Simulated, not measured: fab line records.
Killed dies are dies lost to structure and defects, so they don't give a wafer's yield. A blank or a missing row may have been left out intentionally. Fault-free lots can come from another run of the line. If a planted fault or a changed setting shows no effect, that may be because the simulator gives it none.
8D (eight disciplines) problem report, filled in by code :: flow sky130 :: the parts of the form that need people (team, actions taken, sign-off) are left out

1. WHAT IS WRONG
Across 6 wafers from 2 lots, CAPM_TIN_RS at SKY_CAPM_RS_MEAS_03 averages 7.55 ohm/sq, while fault-free wafers read 6.95 ohm/sq with a standard deviation of 0.066. Measured from the usual mean, that is +9.1 standard deviations.
The step: measures by four-point-probe.
First observed at day 42 05:17: wafer L544.1, on filmMetro-04. At this step, 27 wafers from 9 lots have a number in the record. Rule for "out", or "out of limits": more than 4 standard deviations from the usual mean. The rest of the wafers with a number are treated as sound.

2. WHAT IT IS, WHAT IT ISN'T
question: which readings at this step
is: CAPM_TIN_RS
is not: -

question: which lots
is: L544, L545
is not: L525, L528, L530, L531, L533, L536, L543

question: which wafers of those lots
is: all that have a number
is not: -

question: read on which gauges
is: filmMetro-02, filmMetro-04
is not: filmMetro-01

question: when
is: from day 42 05:17
is not: up to then (21 sound wafers)

3. THE SUSPECTS, EACH WITH WHAT RULES IT OUT
Counting: any tool at a process step up to the reading is kept as a suspect provided that every lot that is out went through it and no sound lot did after the first of them.
- ruled out: the gauge at SKY_CAPM_RS_MEAS_03. 2 gauges (filmMetro-02, filmMetro-04) read the wafers that are out.
- cvdW-01 at SKY_VIA2_CVD_21 (deposits W, target thk 420 nm, time 126.4 s): kept. It processed each lot that is out, first L544 at day 42 04:20, and no sound lot thereafter; up to then, the last sound lot it processed was L536 at day 39 23:14.
- pvdSputter-03 at SKY_CAPM_SPUTTER_02 (material TiN, target thk 200 nm, time 166.7 s): kept. It processed each lot that is out, first L544 at day 42 05:10, and no sound lot thereafter; up to then, the last sound lot it processed was L536 at day 40 00:05. Its own readings are out on those wafers: cathodeDcPowerW.
After counting, cvdW-01 at SKY_VIA2_CVD_21 and pvdSputter-03 at SKY_CAPM_SPUTTER_02 remain.

4. THE CAUSE (what the simulator had put in)
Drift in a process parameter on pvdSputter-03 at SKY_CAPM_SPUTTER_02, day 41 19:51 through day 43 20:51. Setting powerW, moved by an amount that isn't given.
Of the 2 suspects that counting leaves, this tool is one.

5. SEQUENCE OF EFFECTS, ordered by route
Each row: a reading where the mean over the struck wafers with a number is more than 3 standard deviations away from the usual. Only readings whose record carries a usual standard deviation are examined. hours: median over the lots of the time between each lot's start at the first step of this table that gives one and its start at this step. sigmas: the change, counted in usual standard deviations.
hours: 0
step: SKY_CAPM_SPUTTER_02
reading: cathodeDcPowerW
usual: 6500.1 W
on struck wafers: 6015.9
change: -484.2
sigmas: -99 or more

hours: 0
step: SKY_CAPM_RS_MEAS_03
reading: CAPM_TIN_RS
usual: 6.95 ohm/sq
on struck wafers: 7.55
change: +0.60
sigmas: +9.1

hours: 0
step: SKY_CAPM_THK_MEAS_04
reading: CAPM_TIN_THK
usual: 198.7 nm
on struck wafers: 182.9
change: -15.8
sigmas: -7.5

hours: 23
step: SKY_CAPM_METAL_ETCH_13
reading: oesProductAu
usual: 0.938 a.u.
on struck wafers: 0.894
change: -0.044
sigmas: -6.4
Here are the process steps it includes:
- SKY_CAPM_SPUTTER_02: material TiN, target thk 200 nm, time 166.7 s.
- SKY_CAPM_METAL_ETCH_13: etches TiN in Cl2/BCl3, stops on SiO2, target depth 220 nm, time 62.9 s.

6. HOW IT WOULD HAVE BEEN CAUGHT EARLIER
Counted from the fault's start at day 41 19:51, it took 9 hours until the first out-of-limits reading at a measuring or inspecting step in this record, taken at day 42 05:17.
Tool's own readings at SKY_CAPM_SPUTTER_02, cathodeDcPowerW: out on all struck wafers the step has rows for; an alarm limit on them would have tripped on the first.
Of the lots that are out (2), L545 began SKY_CAPM_SPUTTER_02 on pvdSputter-03 after day 42 05:17. Putting the tool on hold at that point would have spared it.
